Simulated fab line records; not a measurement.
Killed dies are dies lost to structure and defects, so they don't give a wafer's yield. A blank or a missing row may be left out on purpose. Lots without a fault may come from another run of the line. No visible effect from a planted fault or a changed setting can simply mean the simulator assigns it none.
8D (eight disciplines) problem report, filled in by code / flow sky130 / the parts of the form that need people (team, actions taken, sign-off) are left out

== 1. WHAT IS WRONG ==
POLY_GATE_CVD_00_THK at SKY_POLY_GATE_THK_MEAS_01 reads a mean of 161.2 nm on 3 wafers of 1 lot; wafers without a fault read 179.6 nm with a standard deviation of 1.6. That is -12 standard deviations from the usual mean.
First seen on wafer L273.2, day 19 01:38, on film metro-03. The record has a number at this step for 30 wafers belonging to 10 lots. The rule behind "out" and "out of limits": a value lying over 4 standard deviations away from the usual mean. The rest of the wafers with a number are treated as sound.

== 2. WHAT IT IS, WHAT IT ISN'T ==
question=which readings at this step | is=POLY_GATE_CVD_00_THK | is not=-
question=which lots | is=L273 | is not=L259, L260, L261, L262, L263, L264, L267, L268, L282
question=which wafers of those lots | is=all that have a number | is not=-
question=read on which gauges | is=film metro-03 | is not=film metro-01, film metro-04
question=when | is=from day 19 01:38 | is not=up to then (24 sound wafers); but 3 sound wafers of L282 came after

== 3. THE SUSPECTS, EACH WITH WHAT RULES IT OUT ==
Counting: a tool at any process step up to the reading remains a suspect when it ran all the lots that are out and ran no sound lot after the first of those.
- the gauge at SKY_POLY_GATE_THK_MEAS_01: ruled out. All the wafers that are out were read on film metro-03, but those of them that SKY_POLY_GATE_CVD_00 has rows for are out there too, on other tools.
- plasma asher-03 at SKY_VT_ADJUST_HVTR_STRIP_10 (strips in O2/N2): ruled out as a lasting fault. The sound lots L282 went through it after L273, its earliest lot that is out (day 13 17:46).
- lpcvd-01 at SKY_POLY_GATE_CVD_00 (deposits poly-Si, target thk 180 nm, time 720 s): ruled out as a lasting fault. The sound lots L282 went through it after L273, its earliest lot that is out (day 18 22:56).
Left after counting: nothing in the record.

== 4. THE CAUSE (what the simulator had put in) ==
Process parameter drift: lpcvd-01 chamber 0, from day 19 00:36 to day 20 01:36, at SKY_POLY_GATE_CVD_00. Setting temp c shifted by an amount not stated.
The count ruled it out by mistake, since the rule takes a fault to strike every lot its tool runs from the start of the fault on, and this one did not do so.

== 5. THE EFFECT CHAIN, in route order ==
Rows list readings where the struck wafers' mean (over those with a number) sits beyond 3 standard deviations from the usual. Readings are gone through only where the record gives a usual standard deviation; hours: the median, over the lots, of the time from a lot's start at the first step in this table giving one to that lot's start at this step; sigmas: the change measured in usual standard deviations.
hours=0; step=SKY_POLY_GATE_CVD_00; reading=spike tc centre C; usual=620.9 C; on struck wafers=617.1; change=-3.8; sigmas=-3.5
hours=0; step=SKY_POLY_GATE_CVD_00; reading=spike tc lower C; usual=620.1 C; on struck wafers=615.6; change=-4.5; sigmas=-4.5
hours=0; step=SKY_POLY_GATE_CVD_00; reading=spike tc top C; usual=635.7 C; on struck wafers=631.1; change=-4.6; sigmas=-3.9
hours=0; step=SKY_POLY_GATE_CVD_00; reading=spike tc upper C; usual=620.7 C; on struck wafers=615.9; change=-4.8; sigmas=-4.4
hours=0; step=SKY_POLY_GATE_CVD_00; reading=susceptor temp C; usual=620.0 C; on struck wafers=616.1; change=-3.9; sigmas=-12
hours=3; step=SKY_POLY_GATE_THK_MEAS_01; reading=POLY_GATE_CVD_00_THK; usual=179.6 nm; on struck wafers=161.2; change=-18.4; sigmas=-12
hours=67; step=SKY_POLY_GATE_ETCH_17; reading=oes product au; usual=0.985 a.u.; on struck wafers=0.915; change=-0.070; sigmas=-12
Its process steps:
- SKY_POLY_GATE_CVD_00: deposits poly-Si, target thk 180 nm, time 720 s.
- SKY_POLY_GATE_ETCH_17: etches poly-Si in HBr/Cl2, stops on SiO2, target depth 180 nm, time 70.5 s.
Later steps that measure or inspect, where all struck wafers having a row at the step show a number for every such reading and not one has moved that far: SKY_LDD_LDN_OVL_MEAS_07.

== 6. HOW IT WOULD HAVE BEEN CAUGHT EARLIER ==
In this record the first reading out of limits at a measuring or inspecting step was taken at day 19 01:38, 1 hour after the fault began at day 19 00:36.
At SKY_POLY_GATE_CVD_00, the tool's own readings (susceptor temp C) were out on each struck wafer the step has a row for, so an alarm limit on them would have fired on the first such wafer.
